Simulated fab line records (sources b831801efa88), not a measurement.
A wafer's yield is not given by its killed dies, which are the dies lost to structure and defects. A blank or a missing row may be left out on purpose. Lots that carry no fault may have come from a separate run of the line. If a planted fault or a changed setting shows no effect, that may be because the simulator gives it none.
fab line records	flow sky130
record lots=7	wafers=21	last_day=50
route steps=708 shown LDD_HVP@285 LDD_LDN@289 PAD_OPEN@708
lots that met no fault: taken from a fault-free run of the same line
start_h: hours from the record's first day to the start of the lot's first wafer shown	wait_h: how many hours have passed since the lot's step before this one	" the same as in the row above	L1.1+2: a row that stands for several wafers	- no value, or no start was given	* or withheld: withheld	< > ~ a bound
route shown NAME@n: NAME is a module with steps in the file, n the number in the route of the first one	usual: mean/standard deviation of fault-free wafers	same: alike in all rows	chamber/n: place in a boat	sites: each site's reading	_std_site: standard deviation of those values	_edge_site: outer sites' mean less inner sites'	radius_mm: how far each site lies from the wafer's centre	mask NAME#n: copy n	behind: tool/chamber where the wafer was last shaped	hold: why the lot went on hold/how many hours it stayed there/how the hold came to an end	device: the transistor (n, p or np) that didn't switch	end of line: at the end of the route, the tests of the same wafers	step lacking rows: just its recipe	killed: at the first sort, the dies lost to defects and structure; wafer yield is something else	map: per-die view of a wafer (x killed, . not killed, _ where there is no die)
set.NAME: the setting that was run; set.NAME@STEP: the one run at that earlier step	model.NAME: the simulator's own value behind a step, which no gauge read
lots seen at some steps along the route; tables by step, rows by wafer
services: when a tool's chamber went out of use (start_h, in hours from the record's first day, below 0 if earlier), for how many hours, and the reason
## steps
# step SKY_LDD_HVP_OVL_MEAS_07
# usual LDD_HVP_OVL=-0.1/1.6
lot.wafer	tool	chamber	start_h	wait_h	LDD_HVP_OVL[nm]
L402.3	overlay-01	-	494.65	0.1	-1.6
L402.4	"	-	"	"	-0.2
L402.6	"	-	"	"	1.0
L406.1	overlay-02	-	537.42	0.1	-0.5
L406.5	"	-	"	"	-1.2
L406.6	"	-	"	"	-0.2
L409.1	overlay-01	-	567.54	0.1	-0.1
L409.4	"	-	"	"	0.5
L409.6	"	-	"	"	2.2
L417.1	overlay-02	-	632.24	0.1	-2.2
L417.2	"	-	"	"	-2.5
L417.3	"	-	"	"	-1.7
L420.1	overlay-02	-	649.67	0.1	1.0
L420.2	"	-	"	"	-1.6
L420.3	"	-	"	"	0.0
L421.1	overlay-01	-	661.99	0.1	0.0
L421.2	"	-	"	"	0.0
L421.4	"	-	"	"	-0.6
L425.1	overlay-02	-	690.59	0.1	-0.2
L425.2	"	-	"	"	-2.3
L425.6	"	-	"	"	0.0
# step SKY_LDD_HVP_IMPLANT_08
# recipe species=B	energy_kev=20	dose_cm2=1.7e+13	tilt_deg=17.9
# step SKY_LDD_HVP_STRIP_09
# recipe chemistry=O2/N2	power_w=1400	pressure_mtorr=1500	platen_temp_c=withheld	o2_flow_sccm=3000	n2_flow_sccm=300	overash_fraction=0.5
# usual chamber_pressure_mTorr=1500.0/1.4	drypump_motor_current_A=5.8/0.58	oes_product_au=0.408/0.005	strip_time_to_endpoint_s=4.131/0.015
lot.wafer	tool	chamber	start_h	wait_h	chamber_pressure_mTorr	drypump_motor_current_A	oes_product_au	rf_hours_counter_h	strip_time_to_endpoint_s
L402.3	plasma_asher-02	1	494.86	0.1	1499.3	6.7	0.403	-	4.142
L402.4	"	0	"	"	1499.9	5.3	0.408	-	4.141
L402.6	"	0	"	"	1498.1	5.3	0.410	-	4.155
L406.1	plasma_asher-03	1	537.60	0.1	1500.8	6.0	0.407	40	4.141
L406.5	"	1	"	"	1499.4	6.0	0.399	-	4.118
L406.6	"	0	"	"	1500.1	5.0	0.407	-	4.135
L409.1	plasma_asher-02	0	567.73	0.1	1499.6	5.3	0.416	77	4.107
L409.4	"	1	"	"	1500.1	6.6	0.414	-	4.120
L409.6	"	0	"	"	1500.7	5.3	0.406	-	4.114
L417.1	plasma_asher-04	0	632.42	0.1	1502.5	5.3	0.410	95	4.120
L417.2	"	1	"	"	1501.2	6.3	0.412	95	4.139
L417.3	"	1	"	"	1500.3	6.2	0.415	-	4.144
L420.1	plasma_asher-04	0	649.85	0.1	1500.0	5.3	0.411	97	4.114
L420.2	"	1	"	"	1500.2	6.2	0.410	97	4.121
L420.3	"	1	"	"	1497.7	6.2	0.404	-	4.132
L421.1	plasma_asher-02	0	662.17	0.1	1500.5	5.3	0.399	86	4.152
L421.2	"	1	"	"	1501.2	6.6	0.408	86	4.145
L421.4	"	1	"	"	1501.6	6.6	0.418	-	4.154
L425.1	plasma_asher-02	1	690.78	0.1	1498.5	6.6	0.406	89	4.107
L425.2	"	0	"	"	1500.6	5.3	0.405	89	4.107
L425.6	"	0	"	"	1501.2	5.3	0.411	-	4.119
# step SKY_LDD_HVP_TW_MEAS_10
# usual LDD_HVP_TW=458.4/2.4
lot.wafer	tool	chamber	start_h	wait_h	LDD_HVP_TW
L402.3	film_metro-01	-	494.95	0.1	456.6
L402.4	"	-	"	"	455.5
L402.6	"	-	"	"	456.3
L406.1	film_metro-01	-	537.70	0.1	457.3
L406.5	"	-	"	"	457.9
L406.6	"	-	"	"	459.2
L409.1	film_metro-04	-	567.83	0.1	457.3
L409.4	"	-	"	"	459.1
L409.6	"	-	"	"	456.7
L417.1	film_metro-03	-	632.52	0.1	461.9
L417.2	"	-	"	"	459.6
L417.3	"	-	"	"	459.7
L420.1	film_metro-01	-	649.95	0.1	453.2
L420.2	"	-	"	"	452.6
L420.3	"	-	"	"	457.4
L421.1	film_metro-01	-	662.27	0.1	454.1
L421.2	"	-	"	"	455.4
L421.4	"	-	"	"	455.5
L425.1	film_metro-04	-	690.88	0.1	457.6
L425.2	"	-	"	"	459.4
L425.6	"	-	"	"	458.4
# step SKY_LDD_LDN_DEHYDRATE_00
# recipe temp_c=200	time_s=60
# step SKY_LDD_LDN_HMDS_01
# recipe prime_time_s=60	prime_temp_c=120
# step SKY_LDD_LDN_COAT_02
# recipe resist=NOVOLAK	spin_rpm=3000	resist_thk_nm=1140
# step SKY_LDD_LDN_SOFTBAKE_03
# recipe temp_c=90	time_s=60	resist=NOVOLAK
# step SKY_LDD_LDN_EXPOSE_04
# recipe mask_id=LDNTM	na=0.6	source_shape=conventional	sigma_outer=0.6	polarization=unpolarized	target_cd_nm=700	dose_mj=140
# step SKY_LDD_LDN_PEB_05
# recipe temp_c=withheld	time_s=*	resist=NOVOLAK
# step SKY_LDD_LDN_DEVELOP_06
# recipe resist=NOVOLAK	developer=TMAH	develop_time_s=60	dev_temp_c=23
# step SKY_LDD_LDN_OVL_MEAS_07
# usual LDD_LDN_OVL=0.3/1.5
lot.wafer	tool	chamber	start_h	wait_h	LDD_LDN_OVL[nm]
L402.3	overlay-01	-	524.23	0.1	3.1
L402.4	"	-	"	"	3.7
L402.6	"	-	"	"	2.1
L406.1	overlay-02	-	567.67	0.1	1.6
L406.5	"	-	"	"	1.7
L406.6	"	-	"	"	-0.1
L409.1	overlay-02	-	597.52	0.1	1.1
L409.4	"	-	"	"	1.0
L409.6	"	-	"	"	0.8
L417.1	overlay-02	-	660.29	0.1	-0.7
L417.2	"	-	"	"	-1.5
L417.3	"	-	"	"	-0.3
L420.1	overlay-02	-	676.39	0.1	1.4
L420.2	"	-	"	"	-0.6
L420.3	"	-	"	"	1.5
L421.1	overlay-02	-	688.44	0.1	0.4
L421.2	"	-	"	"	-0.7
L421.4	"	-	"	"	-2.1
L425.1	overlay-02	-	715.69	0.1	-2.7
L425.2	"	-	"	"	-3.4
L425.6	"	-	"	"	-2.7
# step SKY_LDD_LDN_IMPLANT_08
# recipe species=As	energy_kev=15	dose_cm2=1.25e+13	tilt_deg=withheld	rotation_deg=23
# usual dose_ions_cm2=1.2503e+13/1.4e+10
lot.wafer	tool	chamber	start_h	wait_h	dose_ions_cm2
L402.3	implanter-02	0	524.30	0.1	1.2492e+13
L402.4	"	0	"	"	1.2468e+13
L402.6	"	0	"	"	1.2504e+13
L406.1	implanter-01	0	567.70	0.0	1.2504e+13
L406.5	"	0	"	"	1.2517e+13
L406.6	"	0	"	"	1.2515e+13
L406.1	implanter-01	0	568.02	0.3	1.2505e+13
L406.5	"	0	"	"	1.2493e+13
L406.6	"	0	"	"	1.2495e+13
L409.1	implanter-04	0	597.55	0.0	1.2495e+13
L409.4	"	0	"	"	1.2499e+13
L409.6	"	0	"	"	1.2539e+13
L409.1	implanter-04	0	597.87	0.3	1.2507e+13
L409.4	"	0	"	"	1.2495e+13
L409.6	"	0	"	"	1.2511e+13
L417.1	implanter-02	0	660.33	0.0	1.2504e+13
L417.2	"	0	"	"	1.2506e+13
L417.3	"	0	"	"	1.2491e+13
L417.1	implanter-02	0	660.65	0.3	1.252e+13
L417.2	"	0	"	"	1.2518e+13
L417.3	"	0	"	"	1.2502e+13
L420.1	implanter-01	0	676.43	0.0	1.2513e+13
L420.2	"	0	"	"	1.2494e+13
L420.3	"	0	"	"	1.2491e+13
L421.1	implanter-01	0	688.48	0.0	1.254e+13
L421.2	"	0	"	"	1.2526e+13
L421.4	"	0	"	"	1.2516e+13
L425.1	implanter-04	0	715.73	0.0	1.2488e+13
L425.2	"	0	"	"	1.2482e+13
L425.6	"	0	"	"	1.2478e+13
# step SKY_LDD_LDN_IMPLANT_09
# recipe species=As	energy_kev=15	dose_cm2=1.25e+13	tilt_deg=withheld	rotation_deg=113
# step SKY_LDD_LDN_IMPLANT_10
# recipe species=As	energy_kev=15	dose_cm2=1.25e+13	tilt_deg=withheld	rotation_deg=203
# step SKY_LDD_LDN_IMPLANT_11
# recipe species=As	energy_kev=15	dose_cm2=1.25e+13	tilt_deg=withheld	rotation_deg=293
# step SKY_LDD_LDN_STRIP_12
# recipe chemistry=O2/N2	power_w=1400	pressure_mtorr=1500	platen_temp_c=withheld	o2_flow_sccm=3000	n2_flow_sccm=300	overash_fraction=0.5
# usual chamber_pressure_mTorr=1500.0/1.2	drypump_motor_current_A=5.7/0.59	oes_product_au=0.715/0.0041	strip_time_to_endpoint_s=14.17/0.046
lot.wafer	tool	chamber	start_h	wait_h	chamber_pressure_mTorr	drypump_motor_current_A	oes_product_au	rf_hours_counter_h	strip_time_to_endpoint_s
L402.3	plasma_asher-02	0	524.89	0.1	1501.8	5.3	0.712	-	14.14
L402.4	"	1	"	"	1499.9	6.6	0.714	-	14.12
L402.6	"	1	"	"	1499.0	6.6	0.716	-	14.13
L406.1	plasma_asher-03	0	568.62	0.1	1500.0	5.0	0.716	43	14.20
L406.5	"	0	"	"	1499.4	5.0	0.716	-	14.22
L406.6	"	1	"	"	1499.3	6.0	0.713	-	14.26
L409.1	plasma_asher-01	1	598.47	0.1	1500.0	6.4	0.713	17	14.11
L409.4	"	1	"	"	1498.2	6.4	0.719	-	14.10
L409.6	"	0	"	"	1499.8	5.6	0.707	-	14.12
L417.1	plasma_asher-03	0	661.25	0.1	1501.8	5.0	0.710	52	14.28
L417.2	"	1	"	"	1497.6	6.0	0.714	52	14.26
L417.3	"	0	"	"	1500.4	5.0	0.719	-	14.21
L420.1	plasma_asher-01	1	677.03	0.1	1499.8	6.4	0.719	25	14.16
L420.2	"	0	"	"	1499.6	5.6	0.722	25	14.11
L420.3	"	0	"	"	1498.4	5.6	0.711	-	14.16
L421.1	plasma_asher-03	0	689.08	0.1	1498.5	5.0	0.713	55	14.25
L421.2	"	1	"	"	1499.5	6.0	0.721	55	14.28
L421.4	"	1	"	"	1500.2	6.0	0.719	-	14.23
L425.1	plasma_asher-02	0	716.33	0.1	1499.0	5.3	0.723	92	14.18
L425.2	"	1	"	"	1500.0	6.6	0.711	92	14.20
L425.6	"	0	"	"	1503.0	5.3	0.709	-	14.17
# step SKY_LDD_LDN_TW_MEAS_13
# usual LDD_LDN_TW=1482/15
lot.wafer	tool	chamber	start_h	wait_h	LDD_LDN_TW
L402.3	film_metro-04	-	524.97	0.1	1490
L402.4	"	-	"	"	1483
L402.6	"	-	"	"	1493
L406.1	film_metro-03	-	568.72	0.1	1590
L406.5	"	-	"	"	1583
L406.6	"	-	"	"	1602
L409.1	film_metro-04	-	598.57	0.1	1591
L409.4	"	-	"	"	1592
L409.6	"	-	"	"	1592
L417.1	film_metro-04	-	661.35	0.1	1595
L417.2	"	-	"	"	1593
L417.3	"	-	"	"	1600
L420.1	film_metro-03	-	677.13	0.1	1485
L420.2	"	-	"	"	1491
L420.3	"	-	"	"	1482
L421.1	film_metro-04	-	689.18	0.1	1492
L421.2	"	-	"	"	1487
L421.4	"	-	"	"	1484
L425.1	film_metro-04	-	716.43	0.1	1491
L425.2	"	-	"	"	1487
L425.6	"	-	"	"	1488
# step SKY_LDD_LDN_CLEAN_14
# recipe chemistry=SC1/SC2	mix=1:4:20	temp_c=70	time_s=150	dry=n2_spin
# step SKY_PAD_OPEN_PROBE_99
# usual killed_at_M0_to_M3=43/6.8	killed_at_M4_up=2.9/1.7	killed_at_contacts=24/5.4	killed_at_front_end=15/4.8	killed_at_other=0.3/0.57	killed_dies=85/9.4	killed_open=47/7.5	killed_short=38/5.7
# same gross_dies=492	killed_at_back_side=0
lot.wafer	tool	chamber	start_h	wait_h	killed_at_M0_to_M3	killed_at_M4_up	killed_at_contacts	killed_at_front_end	killed_at_other	killed_dies	killed_open	killed_short	model.etest.tip_sonos.rs_ohm_sq
L402.3	prober-02	-	1070.44	0.2	48	3	19	10	1	81	37	44	2720
L402.4	prober-02	-	1070.49	0.2	43	2	29	18	0	92	47	45	2728
L402.6	prober-02	-	1070.59	0.2	36	0	37	18	0	91	55	36	2724
L406.1	prober-01	-	1097.21	0.1	53	4	24	13	0	94	49	45	2344
L406.5	prober-01	-	1097.41	0.2	42	4	30	14	1	91	49	42	2373
L406.6	prober-01	-	1097.46	0.2	55	4	28	15	1	103	59	44	2406
L409.1	prober-02	-	1118.07	0.1	32	3	27	18	0	80	40	40	2387
L409.4	prober-02	-	1118.22	0.2	48	2	18	16	0	84	53	31	2338
L409.6	prober-02	-	1118.32	0.2	47	5	13	13	0	78	46	32	2379
L417.1	prober-02	-	1155.23	0.1	41	3	23	17	0	84	48	36	2318
L417.2	prober-02	-	1155.28	0.1	37	2	34	12	1	86	53	33	2331
L417.3	prober-02	-	1155.33	0.2	37	4	19	11	0	71	44	27	2289
L420.1	prober-01	-	1171.36	0.1	31	1	18	16	0	66	37	29	2627
L420.2	prober-01	-	1171.41	0.1	36	4	34	18	0	92	47	45	2667
L420.3	prober-01	-	1171.46	0.2	48	5	16	17	0	86	37	49	2659
L421.1	prober-02	-	1173.22	0.1	47	2	15	11	0	75	41	34	2732
L421.2	prober-02	-	1173.27	0.1	49	6	29	12	0	96	53	43	2708
L421.4	prober-02	-	1173.37	0.2	44	1	21	8	0	74	37	37	2763
L425.1	prober-02	-	1188.28	0.1	41	3	30	6	0	80	47	33	2508
L425.2	prober-02	-	1188.33	0.1	44	0	19	13	1	77	42	35	2500
L425.6	prober-02	-	1188.53	0.2	38	7	21	13	0	79	47	32	2558
# killed by level:class
L402.3 CONTACT:geometric_particle:short=9 VIA1:geometric_particle:open=9 VIA3:geometric_particle:open=9 VIA2:geometric_particle:open=6 METAL1:geometric_particle:short=6 METAL2:geometric_particle:short=6 LOCAL_INTERCONNECT:geometric_particle:short=4 LI_CONTACT:geometric_particle:open=4
L402.4 CONTACT:geometric_particle:open=12 LOCAL_INTERCONNECT:geometric_particle:short=9 VIA1:geometric_particle:short=7 VIA1:geometric_particle:open=7 VIA3:geometric_particle:open=7 FIELD_ISO:geometric_particle:short=5 METAL2:geometric_particle:short=5 VIA2:geometric_particle:open=5
L402.6 CONTACT:geometric_particle:open=15 VIA2:geometric_particle:open=10 LOCAL_INTERCONNECT:geometric_particle:short=9 LI_CONTACT:geometric_particle:open=6 VIA3:geometric_particle:open=6 FIELD_ISO:geometric_particle:open=5 POLY_GATE:geometric_particle:short=5 CONTACT:geometric_particle:short=4
L406.1 VIA1:geometric_particle:open=15 LOCAL_INTERCONNECT:geometric_particle:short=9 VIA2:geometric_particle:open=7 POLY_GATE:geometric_particle:short=6 VIA3:geometric_particle:open=6 LI_CONTACT:geometric_particle:open=6 VIA1:geometric_particle:short=6 METAL1:geometric_particle:short=6
L406.5 VIA1:geometric_particle:open=9 CONTACT:geometric_particle:open=8 METAL1:geometric_particle:short=7 VIA2:geometric_particle:open=7 FIELD_ISO:geometric_particle:short=6 LOCAL_INTERCONNECT:geometric_particle:short=6 LI_CONTACT:geometric_particle:open=5 CONTACT:geometric_particle:short=5
L406.6 METAL1:geometric_particle:short=11 CONTACT:geometric_particle:open=11 VIA1:geometric_particle:open=11 VIA3:geometric_particle:open=9 POLY_GATE:geometric_particle:open=8 VIA1:geometric_particle:short=7 LI_CONTACT:geometric_particle:short=4 LOCAL_INTERCONNECT:geometric_particle:open=4
L409.1 CONTACT:geometric_particle:open=8 LOCAL_INTERCONNECT:geometric_particle:short=7 VIA2:geometric_particle:open=7 VIA3:geometric_particle:open=7 FIELD_ISO:geometric_particle:short=6 LI_CONTACT:geometric_particle:open=6 POLY_GATE:geometric_particle:open=5 POLY_GATE:geometric_particle:short=4
L409.4 VIA1:geometric_particle:open=19 LI_CONTACT:geometric_particle:open=7 CONTACT:geometric_particle:open=7 VIA2:geometric_particle:open=7 METAL1:geometric_particle:short=6 VIA2:geometric_particle:short=5 FIELD_ISO:geometric_particle:short=4 POLY_GATE:geometric_particle:open=4
L409.6 VIA1:geometric_particle:open=14 CONTACT:geometric_particle:open=8 METAL1:geometric_particle:short=6 METAL2:geometric_particle:short=5 VIA2:geometric_particle:open=5 VIA1:geometric_particle:short=4 METAL4:geometric_particle:short=4 FIELD_ISO:geometric_particle:open=3
L417.1 LI_CONTACT:geometric_particle:open=8 VIA2:geometric_particle:open=8 CONTACT:geometric_particle:open=7 VIA3:geometric_particle:open=7 VIA1:geometric_particle:open=6 FIELD_ISO:geometric_particle:open=5 FIELD_ISO:geometric_particle:short=5 POLY_GATE:geometric_particle:short=4
L417.2 LI_CONTACT:geometric_particle:open=12 VIA1:geometric_particle:open=11 CONTACT:geometric_particle:open=8 CONTACT:geometric_particle:short=8 VIA2:geometric_particle:open=8 VIA3:geometric_particle:open=6 POLY_GATE:geometric_particle:short=3 LOCAL_INTERCONNECT:geometric_particle:short=3
L417.3 VIA3:geometric_particle:open=8 VIA2:geometric_particle:open=8 CONTACT:geometric_particle:open=7 VIA1:geometric_particle:open=7 POLY_GATE:geometric_particle:open=4 LI_CONTACT:geometric_particle:open=4 LOCAL_INTERCONNECT:geometric_particle:short=4 CONTACT:geometric_particle:short=4
L420.1 CONTACT:geometric_particle:open=7 VIA1:geometric_particle:open=7 VIA2:geometric_particle:open=5 FIELD_ISO:geometric_particle:open=4 LI_CONTACT:geometric_particle:open=4 CONTACT:geometric_particle:short=4 VIA2:geometric_particle:short=4 FIELD_ISO:geometric_particle:short=3
L420.2 CONTACT:geometric_particle:short=10 CONTACT:geometric_particle:open=10 LI_CONTACT:geometric_particle:open=7 VIA1:geometric_particle:open=6 FIELD_ISO:geometric_particle:short=5 FIELD_ISO:geometric_particle:open=5 METAL1:geometric_particle:short=5 VIA3:geometric_particle:open=5
L420.3 METAL2:geometric_particle:short=11 VIA2:geometric_particle:short=8 CONTACT:geometric_particle:open=7 VIA1:geometric_particle:open=6 FIELD_ISO:geometric_particle:short=5 POLY_GATE:geometric_particle:short=4 VIA2:geometric_particle:open=4 LI_CONTACT:geometric_particle:open=4
L421.1 VIA1:geometric_particle:open=17 METAL1:geometric_particle:short=7 LI_CONTACT:geometric_particle:open=6 METAL2:geometric_particle:short=6 VIA2:geometric_particle:open=6 POLY_GATE:geometric_particle:short=5 VIA1:geometric_particle:short=5 CONTACT:geometric_particle:open=4
L421.2 VIA1:geometric_particle:open=13 CONTACT:geometric_particle:open=10 METAL1:geometric_particle:short=10 VIA3:geometric_particle:open=8 VIA2:geometric_particle:open=7 CONTACT:geometric_particle:short=6 LI_CONTACT:geometric_particle:open=5 METAL4:geometric_particle:short=5
L421.4 VIA1:geometric_particle:open=11 CONTACT:geometric_particle:open=7 LI_CONTACT:geometric_particle:open=6 METAL2:geometric_particle:short=6 VIA2:geometric_particle:open=6 VIA2:geometric_particle:short=5 POLY_GATE:geometric_particle:short=4 VIA3:geometric_particle:open=4
L425.1 CONTACT:geometric_particle:open=11 LI_CONTACT:geometric_particle:open=10 VIA1:geometric_particle:open=9 VIA3:geometric_particle:short=6 VIA2:geometric_particle:open=6 LOCAL_INTERCONNECT:geometric_particle:short=4 METAL2:geometric_particle:short=4 VIA3:geometric_particle:open=4
L425.2 VIA1:geometric_particle:open=9 LI_CONTACT:geometric_particle:open=7 CONTACT:geometric_particle:open=6 METAL1:geometric_particle:short=6 VIA3:geometric_particle:open=6 METAL2:geometric_particle:short=6 FIELD_ISO:geometric_particle:open=5 VIA2:geometric_particle:short=5
L425.6 CONTACT:geometric_particle:open=10 VIA1:geometric_particle:open=8 VIA2:geometric_particle:open=7 VIA3:geometric_particle:open=6 METAL4:geometric_particle:short=6 LI_CONTACT:geometric_particle:open=5 METAL1:geometric_particle:short=4 VIA1:geometric_particle:short=4
## services
tool	chamber	start_h	hours	kind
implanter-04	-	481.34	3.3	repair
implanter-02	-	482.13	6.9	repair
plasma_asher-01	-	496.61	2.7	repair
implanter-01	-	501.82	2.4	repair
plasma_asher-02	-	506.65	0.4	repair
plasma_asher-03	-	521.55	1.5	repair
plasma_asher-03	-	556.93	2.8	pm
implanter-01	-	581.44	3.6	repair
implanter-04	-	587.13	5.2	repair
plasma_asher-02	-	610.81	5.7	repair
implanter-01	-	618.60	3.8	pm
implanter-04	-	635.84	19.0	pm
plasma_asher-01	-	639.51	1.0	repair
plasma_asher-04	-	646.20	2.3	repair
plasma_asher-02	-	658.28	0.7	repair
plasma_asher-03	-	689.29	3.5	repair
implanter-02	-	706.44	3.7	pm
## key
first_sign step=SKY_LDD_LDN_IMPLANT_08	reading=visit	direction=added
effect step=SKY_LDD_LDN_TW_MEAS_13	reading=LDD_LDN_TW	direction=up	sigmas=7.6	usual=1482	struck=1593
model_effect step=SKY_PAD_OPEN_PROBE_99	value=etest.tip_sonos.rs_ohm_sq	without=2658	struck=2352
met_at SKY_LDD_LDN_IMPLANT_08
struck_wafers L406.1,L406.5,L406.6,L409.1,L409.4,L409.6,L417.1,L417.2,L417.3
tester_left_out L406,L409,L417
fault kind=repeated_step_whole	tool=implanter-01,implanter-02,implanter-04	chamber=-	onset_h=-	steps=SKY_LDD_LDN_IMPLANT_08	times=1	scope=struck_lots_only
# tester_left_out: of these lots the tester's yield and bins aren't shown, on N5 and GAA mostly nor the transistor test; their killed dies are dies lost to structure and defects alone, not to doping, threshold or leakage, so they don't give the yield
